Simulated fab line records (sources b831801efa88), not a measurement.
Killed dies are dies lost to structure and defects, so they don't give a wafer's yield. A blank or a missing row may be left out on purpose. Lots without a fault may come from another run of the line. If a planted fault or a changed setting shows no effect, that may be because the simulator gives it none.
fab line records | flow sky130
record lots=12 wafers=35 lastDay=50
route steps=708 shown POLY_GATE@230 LDD_N@254 LDD_HVP@285 POLY_CUT@317 PAD_OPEN@708
lots that met no fault: taken from a fault-free run of the same line
startH: hours from the record's first day to the start of the lot's first wafer shown | waitH: hours elapsed since this lot's preceding step | " the same as in the row above | L1.1+2: a row that stands for several wafers | - either no value or no given start | * or withheld: withheld | < > ~ a bound
route shown NAME@n: NAME is a module with steps in the file, n the number in the route of the first one | usual: mean/standard deviation of fault-free wafers | same: alike in all rows | chamber/n: place in a boat | sites: per-site readings | _std_site: standard deviation across them | _edge_site: mean of outer sites minus mean of inner sites | radiusMm: how far each site lies from the wafer's centre | mask NAME#n: copy n | behind: the most recent tool/chamber to have shaped the wafer | hold: what put the lot on hold/how long, in hours/how the hold closed | device: the transistor (n, p or np) that didn't switch | end of line: the same wafers' tests at the end of the route | a step without rows: its recipe alone | killed: dies that structure and defects cost at the first sort, which is not the same as the wafer's yield | map: the dies of a wafer, with x for killed, . for not killed, _ for no die there
set.NAME: setting as actually run; set.NAME@STEP: the setting as run at that earlier step | model.NAME: the simulator's own value behind a step, which no gauge read
a sample of lots followed through the steps of the route, with each step as a table and each wafer as a row
services: when a tool's chamber went out of use (startH, in hours from the record's first day, below 0 if earlier), for how many hours, and the reason
## steps
# step SKY_POLY_GATE_ETCH_16
# recipe stopOn=poly-Si chemistry=CH3F/O2 target=Si3N4 sourceW=400 biasW=80 pressureMtorr=25 ch3fFlowSccm=40 O2_flow_sccm=30 timeS=147.5 targetDepthA=750
# usual ch3fFlowSccm=40.01/0.13 drypumpMotorCurrentA=5.5/0.33 oesProductAu=0.640/0.0049 throttleValvePct=10.535/0.009
# same timeS=147.5
# columns lot.wafer tool chamber startH waitH ch3fFlowSccm drypumpMotorCurrentA oesProductAu rfHoursCounterH throttleValvePct
L750.2 rieDiel-04 1 390.28 0.0 40.01 5.1 0.636 15 10.523
L750.3 " 3 " " 40.01 5.4 0.638 3 10.535
L750.6 " 1 " " 39.89 5.1 0.632 - 10.530
L752.2 rieDiel-01 3 402.14 0.0 39.92 5.4 0.636 46 10.536
L752.3 " 2 " " 40.17 6.2 0.638 7 10.537
L752.4 " 0 " " 40.19 5.8 0.643 8 10.535
L751.2 rieDiel-04 0 403.35 0.0 39.87 5.3 0.642 7 10.542
L751.3 " 3 " " 39.67 5.5 0.646 3 10.532
L751.5 " 3 " " 39.79 5.5 0.645 - 10.549
L758.4 rieDiel-01 1 454.05 0.0 40.14 5.6 0.634 11 10.528
L758.5 " 0 " " 39.88 5.8 0.645 - 10.537
L760.2 rieDiel-01 0 470.73 0.0 39.95 5.8 0.645 9 10.526
L760.3 " 2 " " 39.87 6.2 0.643 8 10.536
L760.5 " 3 " " 40.10 5.4 0.644 - 10.528
L765.1 rieDiel-01 0 509.63 0.0 39.98 5.8 0.634 10 10.541
L765.2 " 1 " " 40.18 5.6 0.631 12 10.523
L765.4 " 2 " " 40.11 6.3 0.638 9 10.535
L766.2 rieDiel-01 3 518.80 0.0 39.86 5.4 0.642 48 10.527
L766.4 " 1 " " 39.92 5.6 0.641 12 10.537
L766.6 " 0 " " 39.91 5.8 0.640 - 10.527
L768.3 rieDiel-04 1 533.53 0.0 40.03 5.2 0.639 18 10.543
L768.4 " 0 " " 39.84 5.3 0.647 - 10.541
L768.5 " 1 " " 40.06 5.2 0.642 - 10.540
L769.1 rieDiel-01 0 542.59 0.0 40.07 5.9 0.648 11 10.551
L769.2 " 1 " " 39.95 5.6 0.642 12 10.543
L769.4 " 2 " " 39.72 6.2 0.647 10 10.527
L770.2 rieDiel-04 3 558.03 0.0 40.11 5.4 0.639 6 10.529
L770.3 " 2 " " 40.29 5.8 0.638 0 10.528
L770.6 " 2 " " 40.20 5.8 0.632 - 10.551
L771.1 rieDiel-04 1 561.63 0.0 39.82 5.2 0.635 18 10.537
L771.3 " 0 " " 40.08 5.3 0.633 11 10.555
L771.5 " 3 " " 40.05 5.5 0.634 - 10.524
L772.2 rieDiel-03 1 563.38 0.0 39.94 5.4 0.648 12 10.527
L772.3 " 2 " " 40.13 5.0 0.634 15 10.540
L772.4 " 3 " " 39.94 6.1 0.639 36 10.531
# step SKY_LDD_N_TW_MEAS_17
# usual LDD_N_TW=2612/34
# columns lot.wafer tool chamber startH waitH LDD_N_TW
L750.2 filmMetro-02 - 424.21 0.1 2592
L750.3 " - " " 2588
L750.6 " - " " 2572
L752.2 filmMetro-04 - 435.74 0.1 2607
L752.3 " - " " 2609
L752.4 " - " " 2606
L751.2 filmMetro-03 - 438.31 0.1 2557
L751.3 " - " " 2551
L751.5 " - " " 2544
L758.4 filmMetro-04 - 489.23 0.1 2635
L758.5 " - " " 2641
L760.2 filmMetro-04 - 504.02 0.1 2641
L760.3 " - " " 2649
L760.5 " - " " 2629
L765.1 filmMetro-04 - 542.75 0.1 2639
L765.2 " - " " 2627
L765.4 " - " " 2623
L766.2 filmMetro-04 - 552.26 0.1 2647
L766.4 " - " " 2649
L766.6 " - " " 2653
L768.3 filmMetro-04 - 566.90 0.1 2643
L768.4 " - " " 2654
L768.5 " - " " 2666
L769.1 filmMetro-04 - 576.95 0.1 2638
L769.2 " - " " 2635
L769.4 " - " " 2634
L770.2 filmMetro-04 - 591.04 0.1 2631
L770.3 " - " " 2627
L770.6 " - " " 2623
L771.1 filmMetro-02 - 594.45 0.1 2589
L771.3 " - " " 2585
L771.5 " - " " 2588
L772.2 filmMetro-04 - 596.86 0.1 2639
L772.3 " - " " 2636
L772.4 " - " " 2648
# step SKY_LDD_HVP_OVL_MEAS_07
# usual LDD_HVP_OVL=-0.7/1.5
# columns lot.wafer tool chamber startH waitH LDD_HVP_OVL[nm]
L750.2 overlay-02 - 516.90 0.1 1.0
L750.3 " - " " 0.3
L750.6 " - " " -1.5
L752.2 overlay-02 - 528.46 0.1 2.1
L752.3 " - " " 1.5
L752.4 " - " " 1.8
L751.2 overlay-01 - 530.61 0.1 0.0
L751.3 " - " " 0.0
L751.5 " - " " -0.2
L758.4 overlay-01 - 581.08 0.1 0.8
L758.5 " - " " -0.8
L760.2 overlay-02 - 594.87 0.1 0.2
L760.3 " - " " -0.9
L760.5 " - " " 0.5
L765.1 overlay-01 - 633.01 0.1 -2.8
L765.2 " - " " 0.0
L765.4 " - " " -1.7
L766.2 overlay-01 - 641.10 0.1 -0.8
L766.4 " - " " -1.6
L766.6 " - " " -3.5
L768.3 overlay-01 - 655.85 0.1 -2.9
L768.4 " - " " -4.8
L768.5 " - " " -1.1
L769.1 overlay-02 - 665.20 0.1 -1.8
L769.2 " - " " -0.1
L769.4 " - " " 1.4
L770.2 overlay-01 - 678.15 0.1 0.1
L770.3 " - " " 0.8
L770.6 " - " " 0.4
L771.1 overlay-01 - 681.69 0.1 -0.8
L771.3 " - " " 0.1
L771.5 " - " " -1.0
L772.2 overlay-02 - 683.60 0.1 -0.3
L772.3 " - " " 0.0
L772.4 " - " " -2.1
# step SKY_POLY_CUT_ETCH_10
# recipe chemistry=N2/H2 target=BARC ionEnergyEv=200 sourceW=500 biasW=100 pressureMtorr=30 n2FlowSccm=100 h2FlowSccm=200 stopOn=SiO2 timeS=45.9 targetDepthA=600
# usual drypumpMotorCurrentA=5.65/0.29 oesProductAu=0.856/0.0047 throttleValvePct=13.224/0.0092
# same timeS=45.9
# columns lot.wafer tool chamber startH waitH drypumpMotorCurrentA oesProductAu rfHoursCounterH throttleValvePct
L750.2 rieDiel-02 0 580.20 0.0 5.75 0.849 7 13.225
L750.3 " 2 " " 5.42 0.857 24 13.211
L750.6 " 2 " " 5.42 0.853 - 13.229
L752.2 rieDiel-01 2 590.56 0.0 6.23 0.850 10 13.209
L752.3 " 0 " " 5.82 0.861 12 13.217
L752.4 " 1 " " 5.58 0.860 13 13.212
L751.2 rieDiel-01 3 593.85 0.0 5.41 0.857 49 13.211
L751.3 " 2 " " 6.23 0.857 10 13.238
L751.5 " 0 " " 5.84 0.852 - 13.221
L758.4 rieDiel-01 3 641.78 0.0 5.41 0.848 51 13.222
L758.5 " 1 " " 5.57 0.850 - 13.205
L760.2 rieDiel-01 1 657.16 0.0 5.56 0.861 15 13.239
L760.3 " 0 " " 5.83 0.849 14 13.230
L760.5 " 1 " " 5.58 0.845 - 13.234
L765.1 rieDiel-02 3 692.71 0.0 5.72 0.853 12 13.224
L765.2 " 1 " " 5.61 0.856 7 13.232
L765.4 " 3 " " 5.73 0.860 - 13.224
L766.2 rieDiel-04 0 700.70 0.0 5.31 0.856 14 13.213
L766.4 " 3 " " 5.44 0.852 10 13.234
L766.6 " 3 " " 5.46 0.849 - 13.225
L768.3 rieDiel-01 1 715.41 0.0 5.55 0.863 16 13.222
L768.4 " 0 " " 5.85 0.861 - 13.235
L768.5 " 2 " " 6.24 0.863 - 13.234
L769.1 rieDiel-01 0 724.01 0.0 5.84 0.863 15 13.229
L769.2 " 2 " " 6.23 0.853 13 13.236
L769.4 " 2 " " 6.23 0.852 - 13.209
L770.2 rieDiel-04 0 736.53 0.0 5.31 0.852 15 13.236
L770.3 " 2 " " 5.75 0.849 4 13.214
L770.6 " 0 " " 5.33 0.857 - 13.222
L771.1 rieDiel-01 3 739.38 0.0 5.41 0.858 0 13.231
L771.3 " 0 " " 5.82 0.856 16 13.246
L771.5 " 3 " " 5.39 0.855 - 13.223
L772.2 rieDiel-01 0 743.83 0.0 5.82 0.855 16 13.216
L772.3 " 3 " " 5.43 0.855 1 13.229
L772.4 " 2 " " 6.26 0.856 13 13.243
# step SKY_POLY_CUT_STRIP_12
# recipe chemistry=O2/N2 powerW=1400 pressureMtorr=1500 platenTempC=withheld o2FlowSccm=3000 n2FlowSccm=300 overashFraction=0.5
# usual drypumpMotorCurrentA=5.7/0.36 oesProductAu=0.452/0.0044 stripTimeToEndpointS=5.356/0.016
# columns lot.wafer tool chamber startH waitH drypumpMotorCurrentA oesProductAu rfHoursCounterH stripTimeToEndpointS
L750.2 plasmaAsher-02 0 580.28 0.0 5.7 0.452 14 5.346
L750.3 " 1 " " 6.1 0.454 - 5.343
L750.6 " 0 " " 5.7 0.453 - 5.355
L752.2 plasmaAsher-02 0 590.64 0.0 5.7 0.457 15 5.399
L752.3 " 1 " " 6.1 0.446 - 5.381
L752.4 " 0 " " 5.7 0.451 - 5.385
L751.2 plasmaAsher-04 1 593.93 0.0 5.2 0.452 89 5.350
L751.3 " 1 " " 5.2 0.453 - 5.375
L751.5 " 0 " " 6.3 0.449 - 5.336
L758.4 plasmaAsher-04 1 641.90 0.1 5.2 0.456 - 5.387
L758.5 " 1 " " 5.2 0.456 - 5.432
L760.2 plasmaAsher-01 1 657.24 0.0 5.7 0.448 53 5.359
L760.3 " 0 " " 5.2 0.446 - 5.406
L760.5 " 0 " " 5.2 0.454 - 5.433
L765.1 plasmaAsher-02 1 692.79 0.0 6.1 0.446 26 5.341
L765.2 " 0 " " 5.7 0.452 26 5.347
L765.4 " 0 " " 5.7 0.450 - 5.340
L766.2 plasmaAsher-02 0 700.78 0.0 5.7 0.439 27 5.368
L766.4 " 1 " " 6.1 0.453 - 5.368
L766.6 " 1 " " 6.1 0.454 - 5.379
L768.3 plasmaAsher-01 1 715.53 0.1 5.7 0.458 - 5.353
L768.4 " 0 " " 5.2 0.459 - 5.354
L768.5 " 1 " " 5.7 0.449 - 5.362
L769.1 plasmaAsher-02 1 724.09 0.0 6.1 0.459 30 5.330
L769.2 " 0 " " 5.7 0.453 30 5.326
L769.4 " 0 " " 5.7 0.447 - 5.337
L770.2 plasmaAsher-01 0 736.61 0.0 5.2 0.453 62 5.350
L770.3 " 0 " " 5.2 0.454 - 5.382
L770.6 " 1 " " 5.7 0.450 - 5.350
L771.1 plasmaAsher-01 0 739.46 0.0 5.2 0.450 62 5.354
L771.3 " 0 " " 5.2 0.451 - 5.351
L771.5 " 1 " " 5.7 0.451 - 5.349
L772.2 plasmaAsher-01 0 743.91 0.0 5.2 0.453 63 5.363
L772.3 " 1 " " 5.7 0.450 - 5.371
L772.4 " 0 " " 5.2 0.456 - 5.355
# step SKY_PAD_OPEN_PROBE_99
# usual killed_at_M0_to_M3=43/6.7 killed_at_M4_up=3.2/2.1 killedAtContacts=25/5.9 killedAtFrontEnd=16/4.7 killedAtOther=0.3/0.54 killedDies=87/9.8 killedOpen=47/6.7 killedShort=40/6.5
# same grossDies=492 killedAtBackSide=0
# columns lot.wafer tool chamber startH waitH killed_at_M0_to_M3 killed_at_M4_up killedAtContacts killedAtFrontEnd killedAtOther killedDies killedOpen killedShort
L760.2 prober-01 - 1148.45 0.1 43 2 19 11 0 75 37 38
L760.3 prober-01 - 1148.50 0.2 32 2 16 15 0 65 34 31
L760.5 prober-01 - 1148.60 0.2 33 4 15 12 0 64 31 32
# killed by level:class
L760.2 CONTACT:geometricParticle:open=8 VIA1:geometricParticle:short=8 METAL1:geometricParticle:short=7 LI_CONTACT:geometricParticle:open=6 VIA2:geometricParticle:short=6 VIA1:geometricParticle:open=5 VIA3:geometricParticle:open=5 FIELD_ISO:geometricParticle:open=4
L760.3 FIELD_ISO:geometricParticle:open=6 METAL1:geometricParticle:short=6 VIA1:geometricParticle:open=6 VIA3:geometricParticle:open=6 POLY_GATE:geometricParticle:short=5 LOCAL_INTERCONNECT:geometricParticle:short=5 LI_CONTACT:geometricParticle:open=3 CONTACT:geometricParticle:open=3
L760.5 CONTACT:geometricParticle:open=8 VIA1:geometricParticle:open=6 FIELD_ISO:geometricParticle:short=4 POLY_GATE:geometricParticle:open=4 METAL1:geometricParticle:short=4 VIA2:geometricParticle:open=4 VIA3:geometricParticle:open=4 POLY_GATE:geometricParticle:short=3
## services
# columns tool chamber startH hours kind
rieDiel-01 3 403.77 10.8 repair
rieDiel-02 2 404.78 2.1 repair
plasmaAsher-02 - 405.66 4.3 pm
rieDiel-04 2 410.95 5.6 repair
rieDiel-02 0 411.01 17.9 repair
rieDiel-01 0 413.78 16.3 repair
plasmaAsher-02 - 421.25 9.0 pm
plasmaAsher-02 - 435.39 3.8 repair
rieDiel-01 3 444.09 7.1 repair
rieDiel-04 0 445.24 3.8 repair
plasmaAsher-02 - 446.21 2.8 pm
plasmaAsher-01 - 462.75 1.9 repair
plasmaAsher-01 - 467.02 1.6 repair
rieDiel-02 - 487.15 15.6 pm
plasmaAsher-01 - 509.19 3.7 repair
plasmaAsher-01 - 545.84 2.5 repair
rieDiel-01 1 584.99 3.8 repair
rieDiel-02 3 611.09 8.0 repair
plasmaAsher-01 - 622.72 1.8 repair
rieDiel-04 1 673.00 5.7 repair
rieDiel-02 2 676.58 5.3 repair
rieDiel-01 0 678.41 5.6 repair
rieDiel-02 - 682.94 0.3 repair
rieDiel-01 2 687.01 23.9 repair
## key
firstSign step=SKY_POLY_CUT_STRIP_12 reading=stripTimeToEndpointS direction=up sigmas=4.1 usual=* struck=*
effect none on later readings
metAt SKY_POLY_CUT_ETCH_10
struckLots L758,L760
struckWafers L758.5,L760.3,L760.5
testerLeftOut L758,L760
notActingAt SKY_POLY_GATE_ETCH_16,SKY_LDD_N_TW_MEAS_17,SKY_LDD_HVP_OVL_MEAS_07
onsetBetween 593.85 641.78
fault kind=processParameterDrift tool=rieDiel-01 chamber=- onsetH=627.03 steps=SKY_POLY_CUT_ETCH_10 channel=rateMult offset=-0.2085 shape=step endH=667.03 scope=struckWafersOnly
# testerLeftOut: of these lots the tester's yield and bins aren't shown, on N5 and GAA mostly nor the transistor test; their killed dies are dies lost to structure and defects alone, not to doping, threshold or leakage, so they don't give the yield
